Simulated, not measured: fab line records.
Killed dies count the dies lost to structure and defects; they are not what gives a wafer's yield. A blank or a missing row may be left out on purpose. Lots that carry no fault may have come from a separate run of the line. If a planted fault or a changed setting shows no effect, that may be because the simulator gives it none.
Chamber matching | flow sky130 | SKY_PASSIVATION_CVD_02 on pecvd-03: 3 sister chambers
The step deposits Si3N4, target thk 540 nm. 24 wafers are shown with their chamber, then 12 later ones without.

## WAFERS WITH THEIR CHAMBER
wafer  | chamber | heater_power_w (W)
L074.1 | 1       | 1065
L074.2 | 0       | 879
L074.3 | 2       | 664
L074.4 | 0       | 892
L074.5 | 2       | 686
L074.6 | 1       | 1084
L075.2 | 2       | 667
L075.3 | 0       | 851
L075.6 | 1       | 1108
L076.2 | 2       | 763
L076.4 | 2       | 787
L076.6 | 0       | 850
L077.2 | 1       | 1057
L077.4 | 2       | 752
L077.6 | 0       | 899
L080.2 | 2       | 743
L080.5 | 1       | 926
L080.6 | 2       | 770
L081.2 | 0       | 836
L081.3 | 1       | 1136
L081.6 | 0       | 866
L083.1 | 0       | 841
L083.2 | 2       | 759
L083.3 | 1       | 1082

SIGNATURES (averages over the wafers above)
reading        | chamber 0 | chamber 1 | chamber 2 | scatter within a chamber
heater_power_w | 864.25    | 1065.43   | 732.33    | 48
Rule: for each reading, subtract the chamber's mean from the wafer's reading, divide by that reading's scatter and square the result; add these up over the readings and take the root, which gives the wafer's distance from the chamber. The wafer belongs to the nearest chamber; if the next one is less than 2 further off, it can't be placed. The scatter is the square root of a quotient: the sum, over the shown wafers, of each reading's squared deviation from its chamber's mean, divided by wafers minus chambers.

## WAFERS WITH NO CHAMBER GIVEN
wafer  | heater_power_w (W)
L083.4 | 640
L083.5 | 877
L083.6 | 1081
L085.2 | 849
L085.3 | 765
L085.6 | 903
L089.1 | 778
L089.3 | 1112
L089.5 | 633
L095.2 | 792
L095.4 | 1129
L095.5 | 729

## THE CHAMBER EACH PASSED THROUGH
wafer  | from the rows above     | in truth
L083.4 | 2                       | 2
L083.5 | 0                       | 0
L083.6 | 1                       | 1
L085.2 | 0                       | 0
L085.3 | can't be placed: 2 or 0 | 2
L085.6 | 0                       | 0
L089.1 | can't be placed: 2 or 0 | 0
L089.3 | 1                       | 1
L089.5 | 2                       | 2
L095.2 | can't be placed: 2 or 0 | 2
L095.4 | 1                       | 1
L095.5 | 2                       | 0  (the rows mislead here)
8 of 12 placed correctly. Unplaceable from these rows: 3, with the true chamber sitting among the candidates in 3. 1 placed wrongly.
